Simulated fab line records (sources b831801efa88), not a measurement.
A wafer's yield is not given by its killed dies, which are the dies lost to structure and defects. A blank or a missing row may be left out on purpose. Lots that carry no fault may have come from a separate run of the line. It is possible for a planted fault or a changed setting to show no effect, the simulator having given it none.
Matching of chambers ; flow sky130 ; SKY_VIA3_CMP_02 on cmp-02: 4 sister chambers
The step polishes SiO2. 8 wafers are shown with their chamber, then 12 later ones without.

WAFERS WITH THEIR CHAMBER
wafer;chamber;motor current A (A);slurry flow ml min
L083.6;3;12.2;150.2
L084.5;0;11.9;150.5
L086.1;1;13.6;149.9
L086.2;2;12.2;149.9
L086.6;2;11.7;150.5
L087.1;3;12.1;150.1
L087.5;1;13.9;149.6
L087.6;0;11.3;149.9

WAFERS WITHOUT THEIR CHAMBER
wafer;motor current A (A);slurry flow ml min
L088.2;11.9;149.8
L088.3;13.8;150.7
L088.5;11.7;149.7
L089.1;13.1;149.9
L089.4;11.8;149.7
L089.5;12.7;149.5
L094.1;11.9;149.8
L094.5;13.7;150.3
L094.6;11.2;149.7
L095.3;13.2;150.4
L095.5;11.5;150.0
L095.6;13.7;150.1

WHICH CHAMBER EACH ONE RAN IN
wafer;from the rows above;in truth
L088.2;can't be placed: 2 or 3 or 0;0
L088.3;1;1
L088.5;can't be placed: 0 or 2 or 3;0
L089.1;can't be placed: 1 or 3 or 2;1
L089.4;can't be placed: 2 or 0 or 3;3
L089.5;can't be placed: 3 or 2 or 1 or 0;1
L094.1;can't be placed: 2 or 3 or 0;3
L094.5;1;1
L094.6;can't be placed: 0 or 2 or 3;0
L095.3;can't be placed: 1 or 3 or 2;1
L095.5;can't be placed: 0 or 2 or 3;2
L095.6;1;1
Correctly placed: 3 of 12. From these rows, 9 cannot be placed; in 9 the true chamber is one of the candidates. Wrongly placed: 0.
How it was worked out, from the rows above alone: a wafer's distance from a chamber is the root of the sum, over the readings, of the square of ((its reading less the chamber's mean) divided by the reading's scatter). If the next closest chamber is less than 2 further off than the closest, the wafer can't be placed; otherwise it belongs to the closest. Each chamber's mean is taken over the wafers shown for it. The scatter is the square root of a quotient: the sum, over the shown wafers, of each reading's squared deviation from its chamber's mean, divided by wafers minus chambers.
